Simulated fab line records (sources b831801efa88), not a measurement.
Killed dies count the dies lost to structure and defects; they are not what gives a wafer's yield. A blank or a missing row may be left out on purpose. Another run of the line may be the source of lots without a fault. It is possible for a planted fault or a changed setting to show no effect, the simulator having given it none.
fab line records -- flow gf180mcu
record: lots: 13, wafers: 39, lastDay: 34
route steps=602 shown DNWELL@40 HV_LDD@212 SAB@274 M1@329
lots with no fault: from the same line, run without faults
startH: the number of hours between the record's first day and the start of the first shown wafer of the lot -- waitH: hours from the lot's prior step to this one -- " the same as in the row above -- L1.1+2: several wafers, shown together as one row -- - either no value or no given start -- * or withheld: withheld -- < > ~ a bound
route shown NAME@n: a module of which the file shows steps, and the number in the route of the first -- usual: the fault-free wafers' mean and standard deviation -- same: alike in all rows -- chamber/n: place in a boat -- sites: readings site by site -- _std_site: their standard deviation -- _edge_site: mean of outer sites minus mean of inner sites -- radiusMm: for every site, how far away it sits from the centre of the wafer -- mask NAME#n: copy n -- behind: tool/chamber where the wafer was last shaped -- hold: what put the lot on hold/how long, in hours/how the hold closed -- device: names the non-switching transistor (n, p or np) -- end of line: tests run on the same wafers once the route is complete -- a step with no rows: only its recipe -- killed: at the first sort, the dies lost to defects and structure; wafer yield is something else -- map: a wafer's dies, x killed, . not, _ none there
set.NAME: the setting the step ran with; set.NAME@STEP: the setting that earlier step ran with -- model.NAME: the simulator's own value behind a step, which no gauge read
the route's steps for a sample of lots (tables are steps, rows are wafers)
services: the hour from which a tool's chamber was out of use, counted from the record's first day as startH (under 0 if before that day), plus the number of hours and why
== steps ==
step: GF_DNWELL_STRIP_08
recipe: chemistry: O2/N2, powerW: 1400, pressureMtorr: 1500, platenTempC: 250, o2FlowSccm: 3000, n2FlowSccm: 300, overashFraction: 0.5
usual: drypumpMotorCurrentA: 6.0/0.32, heaterPowerW: 355/53, oesProductAu: 0.722/0.0042, stripTimeToEndpointS: 36.91/0.096
lot.wafer,tool,chamber,startH,waitH,drypumpMotorCurrentA,heaterPowerW,oesProductAu,rfHoursCounterH,stripTimeToEndpointS
L236.1,plasmaAsher-02,1,47.18,0.1,6.0,360,0.721,26,36.85
L236.5,plasmaAsher-02,1,47.18,0.1,6.0,350,0.726,-,36.73
L236.6,plasmaAsher-02,0,47.18,0.1,5.6,318,0.717,-,36.78
L237.3,plasmaAsher-04,0,53.88,0.1,5.2,416,0.725,-,36.92
L237.5,plasmaAsher-04,1,53.88,0.1,5.7,378,0.720,-,36.91
L237.6,plasmaAsher-04,0,53.88,0.1,5.2,421,0.720,-,36.84
L239.3,plasmaAsher-02,0,65.36,0.1,5.6,317,0.727,-,36.87
L239.4,plasmaAsher-02,1,65.36,0.1,6.0,354,0.717,-,36.78
L239.6,plasmaAsher-02,0,65.36,0.1,5.6,321,0.727,-,36.90
L242.2,plasmaAsher-01,0,79.59,0.1,6.3,294,0.721,42,36.85
L242.3,plasmaAsher-01,0,79.59,0.1,6.3,287,0.729,-,36.83
L242.4,plasmaAsher-01,1,79.59,0.1,6.1,406,0.726,-,36.87
L243.3,plasmaAsher-01,1,88.29,0.1,6.1,425,0.724,-,36.99
L243.4,plasmaAsher-01,0,88.29,0.1,6.3,293,0.725,-,37.05
L243.6,plasmaAsher-01,1,88.29,0.1,6.1,424,0.728,-,37.03
L250.2,plasmaAsher-04,1,121.77,0.1,5.7,385,0.718,45,36.94
L250.4,plasmaAsher-04,0,121.77,0.1,5.2,420,0.718,-,37.05
L250.6,plasmaAsher-04,0,121.77,0.1,5.1,422,0.719,-,37.02
L251.1,plasmaAsher-01,1,128.39,0.1,6.0,416,0.717,47,36.90
L251.4,plasmaAsher-01,0,128.39,0.1,6.2,293,0.719,-,36.93
L251.5,plasmaAsher-01,0,128.39,0.1,6.2,292,0.722,-,36.98
L252.1,plasmaAsher-01,1,136.87,0.1,6.0,426,0.728,48,37.00
L252.2,plasmaAsher-01,0,136.87,0.1,6.3,291,0.714,48,36.86
L252.5,plasmaAsher-01,0,136.87,0.1,6.3,297,0.721,-,36.86
L253.2,plasmaAsher-01,0,138.09,0.1,6.3,298,0.722,48,37.00
L253.4,plasmaAsher-01,0,138.09,0.1,6.3,294,0.723,-,37.07
L253.5,plasmaAsher-01,0,138.09,0.1,6.3,297,0.724,-,37.06
L254.2,plasmaAsher-01,0,141.89,0.1,6.3,297,0.721,48,36.96
L254.3,plasmaAsher-01,1,141.89,0.1,6.1,440,0.721,-,36.97
L254.6,plasmaAsher-01,1,141.89,0.1,6.1,416,0.722,-,36.88
L255.2,plasmaAsher-02,0,149.09,0.1,5.6,319,0.724,37,36.90
L255.5,plasmaAsher-02,0,149.09,0.1,5.6,316,0.719,-,36.86
L255.6,plasmaAsher-02,1,149.09,0.1,6.0,355,0.727,-,36.85
L256.1,plasmaAsher-01,0,155.44,0.1,6.2,288,0.718,50,36.94
L256.4,plasmaAsher-01,0,155.44,0.1,6.3,294,0.716,-,36.88
L256.5,plasmaAsher-01,0,155.44,0.1,6.3,295,0.711,-,36.89
L257.1,plasmaAsher-02,0,161.19,0.1,5.6,309,0.719,39,37.10
L257.2,plasmaAsher-02,1,161.19,0.1,6.0,353,0.725,39,37.01
L257.6,plasmaAsher-02,1,161.19,0.1,6.0,344,0.722,-,36.98
step: GF_HV_LDD_IMPLANT_36
recipe: species: P, energyKev: 60, doseCm2: 7.5e+12, tiltDeg: 30, rotationDeg: 270
usual: beamOnS: 10.00/0.19, faradayCurrentUA: 42.3/0.83, tiltDeg: 30.003/0.021
lot.wafer,tool,chamber,startH,waitH,beamOnS,faradayCurrentUA,tiltDeg
L236.1,implanter-01,0,260.65,0.1,9.91,42.6,30.020
L236.5,implanter-01,0,260.65,0.1,9.79,43.1,29.997
L236.6,implanter-01,0,260.65,0.1,10.06,42.1,30.016
L237.3,implanter-02,0,270.39,0.1,9.63,43.7,29.993
L237.5,implanter-02,0,270.39,0.1,10.12,41.8,30.010
L237.6,implanter-02,0,270.39,0.1,10.04,42.2,30.003
L239.3,implanter-03,0,285.39,0.1,9.69,43.7,29.965
L239.4,implanter-03,0,285.39,0.1,10.19,41.7,29.979
L239.6,implanter-03,0,285.39,0.1,10.25,41.4,30.022
L242.2,implanter-01,0,306.12,0.1,9.66,43.9,28.495
L242.3,implanter-01,0,306.12,0.1,10.07,42.3,28.462
L242.4,implanter-01,0,306.12,0.1,9.95,42.6,28.501
L243.3,implanter-01,0,318.99,0.1,9.97,42.3,28.525
L243.4,implanter-01,0,318.99,0.1,9.82,43.0,28.525
L243.6,implanter-01,0,318.99,0.1,9.93,42.7,28.534
L250.2,implanter-02,0,368.17,0.1,10.43,40.5,30.023
L250.4,implanter-02,0,368.17,0.1,9.97,42.4,30.011
L250.6,implanter-02,0,368.17,0.1,10.21,41.5,30.023
L251.1,implanter-01,0,376.99,0.1,10.00,42.2,30.001
L251.4,implanter-01,0,376.99,0.1,9.93,42.7,30.014
L251.5,implanter-01,0,376.99,0.1,9.76,43.4,30.010
L252.1,implanter-02,0,391.63,0.1,9.95,42.7,30.009
L252.2,implanter-02,0,391.63,0.1,10.01,42.5,30.023
L252.5,implanter-02,0,391.63,0.1,10.09,41.9,29.989
L253.2,implanter-02,0,395.02,0.1,9.97,42.6,30.010
L253.4,implanter-02,0,395.02,0.1,10.34,40.8,29.984
L253.5,implanter-02,0,395.02,0.1,9.83,43.1,29.983
L254.2,implanter-02,0,401.27,0.1,10.01,42.5,30.009
L254.3,implanter-02,0,401.27,0.1,9.89,42.5,30.005
L254.6,implanter-02,0,401.27,0.1,9.89,43.0,29.997
L255.2,implanter-03,0,410.92,0.1,10.27,41.3,29.994
L255.5,implanter-03,0,410.92,0.1,10.06,42.0,30.031
L255.6,implanter-03,0,410.92,0.1,9.97,42.6,30.008
L256.1,implanter-02,0,417.38,0.1,10.21,41.6,30.018
L256.4,implanter-02,0,417.38,0.1,9.95,42.5,30.033
L256.5,implanter-02,0,417.38,0.1,9.78,43.2,30.051
L257.1,implanter-02,0,435.03,0.1,10.23,41.1,29.967
L257.2,implanter-02,0,435.03,0.1,10.14,41.7,29.972
L257.6,implanter-02,0,435.03,0.1,9.86,43.0,29.986
step: GF_HV_LDD_RS_MEAS_53
recipe: thkMeasGauge: four-point-probe
usual: HV_LDD_RS: 417.9/0.89
lot.wafer,tool,chamber,startH,waitH,HV_LDD_RS[ohm/sq]
L236.1,filmMetro-03,-,279.67,0.1,418.6
L236.5,filmMetro-03,-,279.67,0.1,417.9
L236.6,filmMetro-03,-,279.67,0.1,416.7
L237.3,filmMetro-02,-,290.11,0.1,418.3
L237.5,filmMetro-02,-,290.11,0.1,417.9
L237.6,filmMetro-02,-,290.11,0.1,416.6
L239.3,filmMetro-03,-,306.24,0.1,418.0
L239.4,filmMetro-03,-,306.24,0.1,418.9
L239.6,filmMetro-03,-,306.24,0.1,417.6
L242.2,filmMetro-03,-,327.54,0.1,-
L242.3,filmMetro-03,-,327.54,0.1,-
L242.4,filmMetro-03,-,327.54,0.1,-
L243.3,filmMetro-02,-,340.52,0.1,-
L243.4,filmMetro-02,-,340.52,0.1,-
L243.6,filmMetro-02,-,340.52,0.1,-
L250.2,filmMetro-01,-,391.44,0.1,417.2
L250.4,filmMetro-01,-,391.44,0.1,416.6
L250.6,filmMetro-01,-,391.44,0.1,416.5
L251.1,filmMetro-02,-,400.82,0.1,418.6
L251.4,filmMetro-02,-,400.82,0.1,417.4
L251.5,filmMetro-02,-,400.82,0.1,416.7
L252.1,filmMetro-01,-,416.22,0.1,416.9
L252.2,filmMetro-01,-,416.22,0.1,418.6
L252.5,filmMetro-01,-,416.22,0.1,419.3
L253.2,filmMetro-01,-,419.03,0.1,418.3
L253.4,filmMetro-01,-,419.03,0.1,418.8
L253.5,filmMetro-01,-,419.03,0.1,418.2
L254.2,filmMetro-01,-,425.40,0.1,417.1
L254.3,filmMetro-01,-,425.40,0.1,417.6
L254.6,filmMetro-01,-,425.40,0.1,417.3
L255.2,filmMetro-01,-,435.93,0.1,418.5
L255.5,filmMetro-01,-,435.93,0.1,417.6
L255.6,filmMetro-01,-,435.93,0.1,416.3
L256.1,filmMetro-03,-,442.07,0.1,420.3
L256.4,filmMetro-03,-,442.07,0.1,419.8
L256.5,filmMetro-03,-,442.07,0.1,420.2
L257.1,filmMetro-02,-,460.57,0.1,417.4
L257.2,filmMetro-02,-,460.57,0.1,417.6
L257.6,filmMetro-02,-,460.57,0.1,417.2
step: GF_SAB_OVL_MEAS_10
usual: SAB_OVL: 1.4/1.3
lot.wafer,tool,chamber,startH,waitH,SAB_OVL[nm]
L236.1,overlay-01,-,346.04,0.1,-1.2
L236.5,overlay-01,-,346.04,0.1,-0.6
L236.6,overlay-01,-,346.04,0.1,0.1
L237.3,overlay-01,-,357.15,0.1,2.5
L237.5,overlay-01,-,357.15,0.1,4.1
L237.6,overlay-01,-,357.15,0.1,2.9
L239.3,overlay-01,-,373.45,0.1,-0.8
L239.4,overlay-01,-,373.45,0.1,0.0
L239.6,overlay-01,-,373.45,0.1,0.6
L242.2,overlay-01,-,399.00,0.1,-0.5
L242.3,overlay-01,-,399.00,0.1,1.2
L242.4,overlay-01,-,399.00,0.1,1.3
L243.3,overlay-02,-,412.31,0.1,3.2
L243.4,overlay-02,-,412.31,0.1,2.5
L243.6,overlay-02,-,412.31,0.1,2.2
L250.2,overlay-01,-,467.05,0.1,1.9
L250.4,overlay-01,-,467.05,0.1,1.9
L250.6,overlay-01,-,467.05,0.1,0.6
L251.1,overlay-02,-,476.79,0.1,2.0
L251.4,overlay-02,-,476.79,0.1,1.5
L251.5,overlay-02,-,476.79,0.1,1.8
L252.1,overlay-02,-,491.80,0.1,1.5
L252.2,overlay-02,-,491.80,0.1,0.4
L252.5,overlay-02,-,491.80,0.1,0.5
L253.2,overlay-01,-,494.90,0.1,3.0
L253.4,overlay-01,-,494.90,0.1,1.7
L253.5,overlay-01,-,494.90,0.1,2.4
L254.2,overlay-01,-,501.01,0.1,0.9
L254.3,overlay-01,-,501.01,0.1,1.6
L254.6,overlay-01,-,501.01,0.1,0.8
L255.2,overlay-01,-,511.75,0.1,0.3
L255.5,overlay-01,-,511.75,0.1,-1.2
L255.6,overlay-01,-,511.75,0.1,-0.1
L256.1,overlay-02,-,517.45,0.1,1.9
L256.4,overlay-02,-,517.45,0.1,2.4
L256.5,overlay-02,-,517.45,0.1,2.8
L257.1,overlay-02,-,534.34,0.1,2.7
L257.2,overlay-02,-,534.34,0.1,2.5
L257.6,overlay-02,-,534.34,0.1,2.6
step: GF_M1_CD_MEAS_14
recipe: targetCdNm: 230
usual: cdNm: 230.0/1.2
lot.wafer,tool,chamber,startH,waitH,cdNm
L236.1,cdSem-02,-,392.27,0.1,229.2
L236.5,cdSem-02,-,392.27,0.1,228.6
L236.6,cdSem-02,-,392.27,0.1,228.1
L237.3,cdSem-01,-,405.06,0.1,231.3
L237.5,cdSem-01,-,405.06,0.1,231.0
L237.6,cdSem-01,-,405.06,0.1,231.2
L239.3,cdSem-02,-,423.77,0.1,230.1
L239.4,cdSem-02,-,423.77,0.1,228.7
L239.6,cdSem-02,-,423.77,0.1,231.4
L242.2,cdSem-02,-,449.90,0.1,228.9
L242.3,cdSem-02,-,449.90,0.1,229.9
L242.4,cdSem-02,-,449.90,0.1,229.0
L243.3,cdSem-01,-,464.01,0.1,231.4
L243.4,cdSem-01,-,464.01,0.1,231.6
L243.6,cdSem-01,-,464.01,0.1,231.3
L250.2,cdSem-02,-,516.24,0.1,229.3
L250.4,cdSem-02,-,516.24,0.1,227.3
L250.6,cdSem-02,-,516.24,0.1,229.3
L251.1,cdSem-02,-,526.32,0.1,228.7
L251.4,cdSem-02,-,526.32,0.1,229.5
L251.5,cdSem-02,-,526.32,0.1,229.7
L252.1,cdSem-01,-,540.82,0.1,231.6
L252.2,cdSem-01,-,540.82,0.1,229.5
L252.5,cdSem-01,-,540.82,0.1,230.0
L253.2,cdSem-02,-,549.35,0.1,227.4
L253.4,cdSem-02,-,549.35,0.1,227.7
L253.5,cdSem-02,-,549.35,0.1,228.3
L254.2,cdSem-02,-,549.99,0.1,231.2
L254.3,cdSem-02,-,549.99,0.1,229.8
L254.6,cdSem-02,-,549.99,0.1,231.7
L255.2,cdSem-01,-,560.04,0.1,232.1
L255.5,cdSem-01,-,560.04,0.1,230.9
L255.6,cdSem-01,-,560.04,0.1,230.4
L256.1,cdSem-01,-,565.67,0.1,229.4
L256.4,cdSem-01,-,565.67,0.1,227.7
L256.5,cdSem-01,-,565.67,0.1,229.9
L257.1,cdSem-02,-,581.17,0.1,231.3
L257.2,cdSem-02,-,581.17,0.1,229.9
L257.6,cdSem-02,-,581.17,0.1,231.1
== services ==
tool,chamber,startH,hours,kind
plasmaAsher-01,-,25.49,0.8,repair
implanter-01,-,62.08,8.0,pm
plasmaAsher-01,-,63.02,2.3,repair
implanter-03,-,70.02,106.0,repair
plasmaAsher-04,-,74.73,2.8,pm
implanter-02,-,96.16,2.1,pm
implanter-01,-,99.93,2.0,repair
implanter-01,-,109.40,1.2,repair
plasmaAsher-04,-,125.94,0.4,repair
plasmaAsher-04,-,175.00,3.5,repair
plasmaAsher-04,-,179.18,1.7,repair
plasmaAsher-04,-,221.25,3.4,repair
implanter-02,-,223.98,6.3,repair
implanter-01,-,224.25,0.9,repair
plasmaAsher-01,-,240.03,42.7,repair
implanter-02,-,242.97,4.9,repair
implanter-02,-,244.65,1.1,repair
implanter-03,-,263.76,3.5,pm
implanter-01,-,275.65,2.3,repair
plasmaAsher-02,-,286.77,5.9,repair
implanter-02,-,304.53,2.4,repair
plasmaAsher-01,-,340.60,1.1,repair
plasmaAsher-01,-,344.27,54.7,repair
plasmaAsher-01,-,421.25,9.0,pm
== key ==
firstSign: step: GF_HV_LDD_IMPLANT_36, reading: tiltDeg, direction: down, sigmas: 72, usual: 30.003, struck: 28.507
effect: step: GF_HV_LDD_RS_MEAS_53, reading: HV_LDD_RS, direction: missing
metAt GF_HV_LDD_IMPLANT_36
struckLots L242,L243
testerLeftOut L242,L243
notActingAt GF_DNWELL_STRIP_08,GF_SAB_OVL_MEAS_10,GF_M1_CD_MEAS_14
onsetBetween 260.65 306.12
fault: kind: processParameterDrift, tool: implanter-01, chamber: -, onsetH: 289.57, steps: GF_HV_LDD_IMPLANT_36, channel: tiltDeg, offset: -1.4807, shape: step, endH: 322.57, actsIn: theseRecipesOnly, stated: 30
testerLeftOut: of these lots the tester's yield and bins aren't shown, on N5 and GAA mostly nor the transistor test; their killed dies are dies lost to structure and defects alone, not to doping, threshold or leakage, so they don't give the yield
